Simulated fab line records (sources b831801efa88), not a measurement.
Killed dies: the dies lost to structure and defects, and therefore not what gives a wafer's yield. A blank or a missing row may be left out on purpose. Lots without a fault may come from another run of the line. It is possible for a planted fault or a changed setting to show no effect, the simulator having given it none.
Which of the tools did it? ; flow gf180mcu ; Sampling: 6 lots, 18 wafers, 2 of 602 route steps

WHAT THE GAUGES READ, wafer by wafer
GF_POLY_GATE_CD_MEAS_10 targets a cd of 280 nm.
lot;measured;on;cd nm (nm)
L345;day 10 03:05;cd sem-01;278.3 279.4 279.2
L347;day 10 17:23;cd sem-02;280.8 278.7 280.3
L354;day 12 19:08;cd sem-01;319.9 320.6 321.2 319.9 320.7 321.0
L360;day 14 15:05;cd sem-02;279.2 277.9 277.9
L362;day 15 05:02;cd sem-01;281.3 281.9 283.1
L364;day 15 17:36;cd sem-02;281.1 280.6 282.0

TOOL THAT RAN EACH LOT (tool first, then ch and the chambers of the sampled wafers, then the start)
lot;GF_POLY_GATE_EXPOSE_07
L345;krf scanner-01 ch 0, day 9 18:10
L347;krf scanner-02 ch 0, day 10 08:50
L354;krf scanner-02 ch 0, day 12 09:22
L360;krf scanner-02 ch 0, day 14 04:35
L362;krf scanner-01 ch 0, day 14 18:17
L364;krf scanner-01 ch 0, day 15 07:11
- GF_POLY_GATE_EXPOSE_07: exposes mask Poly2, target cd 280 nm.

THE ANSWER, worked out from the rows above alone
Rule: the lots themselves supply what counts as usual. Put in order of their means at a reading, lots are off if they are a third of the lots or fewer, leave a main group of 4 or more, and stand apart from it by a gap of 3 or more times the standard deviation of the main group's means; of several such gaps the widest counts. A main group is skipped when, at the precision printed for the reading in the tables above, its means are all equal. A lot without any number at a reading at which 4 lots or more have one is off too. Where the step has rows for the other lots, those lots are counted as sound.
Off, at GF_POLY_GATE_CD_MEAS_10 on cd nm: L354. Mean 280.1 nm and standard deviation 1.4 in the main group.
A tool fits if, at a process step before that reading, it ran every lot that is off, and no sound lot after the first of them. Those tools and the gauges at GF_POLY_GATE_CD_MEAS_10 are tried in the same way. Not one of the candidates tried fits.

WHAT HAD BEEN PUT IN BY THE SIMULATOR
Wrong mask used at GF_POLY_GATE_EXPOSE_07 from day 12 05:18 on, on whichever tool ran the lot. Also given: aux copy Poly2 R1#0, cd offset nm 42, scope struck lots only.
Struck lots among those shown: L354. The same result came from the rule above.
